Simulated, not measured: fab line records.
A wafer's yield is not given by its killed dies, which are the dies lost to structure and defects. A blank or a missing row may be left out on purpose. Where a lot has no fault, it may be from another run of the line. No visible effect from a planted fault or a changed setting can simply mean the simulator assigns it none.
Matching of chambers / flow gf180mcu / rie-diel-04 running GF_SAB_ETCH_11: 4 sister chambers
The step etches SiO2 in C4F8/O2/Ar, target depth 55 nm, time 8.5 s. 4 wafers are shown with their chamber, then 7 later ones without.

## WAFERS, EACH WITH ITS CHAMBER
wafer=L208.4; chamber=2; oes-product-au (a.u.)=0.998
wafer=L210.3; chamber=1; oes-product-au (a.u.)=1.001
wafer=L211.1; chamber=0; oes-product-au (a.u.)=1.003
wafer=L211.2; chamber=3; oes-product-au (a.u.)=1.002

## WAFERS WITH NO CHAMBER GIVEN
wafer=L211.5; oes-product-au (a.u.)=1.002
wafer=L216.4; oes-product-au (a.u.)=1.008
wafer=L216.5; oes-product-au (a.u.)=0.996
wafer=L216.6; oes-product-au (a.u.)=1.009
wafer=L222.2; oes-product-au (a.u.)=1.001
wafer=L222.3; oes-product-au (a.u.)=0.997
wafer=L222.5; oes-product-au (a.u.)=0.995

## EACH ONE'S CHAMBER
wafer=L211.5; from the rows above=can't be placed: 3 or 0 or 1 or 2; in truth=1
wafer=L216.4; from the rows above=can't be placed: 0 or 3 or 1 or 2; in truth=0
wafer=L216.5; from the rows above=can't be placed: 2 or 1 or 3 or 0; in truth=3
wafer=L216.6; from the rows above=can't be placed: 0 or 3 or 1 or 2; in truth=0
wafer=L222.2; from the rows above=can't be placed: 1 or 3 or 0 or 2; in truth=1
wafer=L222.3; from the rows above=can't be placed: 2 or 1 or 3 or 0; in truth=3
wafer=L222.5; from the rows above=can't be placed: 2 or 1 or 3 or 0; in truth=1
Correctly placed: 0 of 7. These rows do not allow placing 7 (true chamber among the candidates in 7). 0 placed wrongly.
How it was worked out, from the rows above alone: a wafer's distance from a chamber is the root of the sum, over the readings, of the square of ((its reading less the chamber's mean) divided by the reading's scatter). If the next closest chamber is less than 2 further off than the closest, the wafer can't be placed; otherwise it belongs to the closest. The mean given for a chamber averages the wafers shown for that chamber. The scatter: with one shown wafer a chamber, the root of the mean of the squares of how far each hidden wafer lies from its nearest shown one.
